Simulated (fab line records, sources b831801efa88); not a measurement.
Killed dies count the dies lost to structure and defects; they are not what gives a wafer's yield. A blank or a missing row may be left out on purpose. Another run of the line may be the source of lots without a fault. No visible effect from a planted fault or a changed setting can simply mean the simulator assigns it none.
Struck lot and sound lot, side by side | flow gf180mcu | 15 out of 602 route steps
Sound: wafers L751.1, L751.3, L751.6. Wafers L741.2, L741.3, L741.4 were the ones struck. The cause is named last.
Per side, at each step with rows, come the tool, then ch with its chambers, and then its first start. Under that, the readings that differ: sound wafers | struck wafers | difference of the means | sigmas: that difference in standard deviations of wafers without a fault.
alike: words and numbers the same on both sides, and readings whose means are apart by under 2 such deviations; not compared: readings that were withheld, readings missing a value for some wafer, numbers with overlapping values and no deviation given by the record, and bounds like >300 which may hide the same value.
The two part at a step that has a row with sigmas, a row that says differs or no value, or rows on one side only. Numbers that don't overlap but have no deviation are shown without sigmas and don't part them. Lack of a reading on every wafer of one side parts them only where that side has two or more wafers.

GF_V4_SPUTTER_22: material TiN, target thk 10 nm, time 40 s.
  sound: pvdSputter-03 at day 30 07:45; struck: pvdSputter-03 at day 27 11:08
  alike: cathodeDcPowerW, chamberPressurePa, throttleValvePct
GF_V4_CVD_23: deposits W, target thk 350 nm, time 104.9 s.
  sound on cvdW-02 ch 0, day 30 07:47; struck on cvdW-02 ch 0,1, day 27 11:10
  alike: heaterPowerOuterW, heaterPowerW
GF_V4_RS_MEAS_24: measurement is done with a four-point probe.
  sound: filmMetro-03 at day 30 07:54; struck: filmMetro-01 at day 27 11:18
  alike: V4_W_RS
GF_V4_THK_MEAS_25: measures by xrf.
  sound: filmMetro-03 at day 30 08:01; struck: filmMetro-01 at day 27 11:25
  alike: V4_W_THK
then, 1 step without rows for these wafers: GF_V4_CMP_26 (polishes, stops on SiO2, t overpolish 15 s, target thk 0 nm).
GF_MIM_SPUTTER_00: material Ti, target thk 37.5 nm, time 150 s.
  sound: pvdSputter-01 at day 30 08:47; struck: pvdSputter-02 at day 27 11:46
  alike: cathodeDcPowerW, chamberPressurePa, throttleValvePct
then, 2 steps without rows for these wafers: GF_MIM_SPUTTER_01 (material TiN, target thk 30 nm, time 25 s); GF_MIM_SPUTTER_02 (material AlCu, target thk 450 nm, time 23.9 s).
GF_MIM_SPUTTER_03: material Ti, target thk 10 nm, time 6.7 s.
  sound: pvdSputter-01 at day 30 08:56; struck: pvdSputter-02 at day 27 11:55
  alike: cathodeDcPowerW, chamberPressurePa, throttleValvePct
then, 1 step without rows for these wafers: GF_MIM_SPUTTER_04 (material TiN, target thk 50 nm, time 41.7 s).
GF_MIM_CVD_05: deposits Si3N4, target thk 42 nm, time 29.086 s.
  sound on pecvd-04 ch 0,1,2, day 30 09:00; struck on pecvd-03 ch 0,1, day 27 11:59
  alike: heaterPowerOuterW, heaterPowerW, rfFwdPowerW
GF_MIM_THK_MEAS_06:
  sound: filmMetro-04 at day 30 09:02; struck: filmMetro-02 at day 27 12:01
  alike: MIM_CVD_05_THK
GF_MIM_SPUTTER_07: material TiN, target thk 60 nm, time 50 s.
  sound: pvdSputter-01 at day 30 09:05; struck: pvdSputter-01 at day 27 12:04
reading                | sound                | struck               | difference | sigmas
chamberPressurePa (Pa) | 0.4006 0.4002 0.3989 | 0.4294 0.4300 0.4291 | +0.0296    | +39
  alike: cathodeDcPowerW, throttleValvePct
then, 1 step without rows for these wafers: GF_MIM_SPUTTER_08 (material AlCu, target thk 200 nm, time 10.6 s).
-- the record jumps here: 4 days lie between the struck wafers' starts before and after (it left off in module MIM and takes up again in module PASSIVATION, whose first step shown is number 602 of the route) --
GF_PASSIVATION_PROBE_99:
  rows exist in the record for the struck wafers here (prober-01, day 31 14:44), but not for the sound ones

WHERE THEY PART
Earliest at GF_MIM_SPUTTER_07; latest, in this record, at GF_PASSIVATION_PROBE_99.

WHY: what the simulator had put in
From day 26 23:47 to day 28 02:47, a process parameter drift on pvdSputter-01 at GF_MIM_SPUTTER_07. Setting chamberPressurePa shifted by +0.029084 from 0.4. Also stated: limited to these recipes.
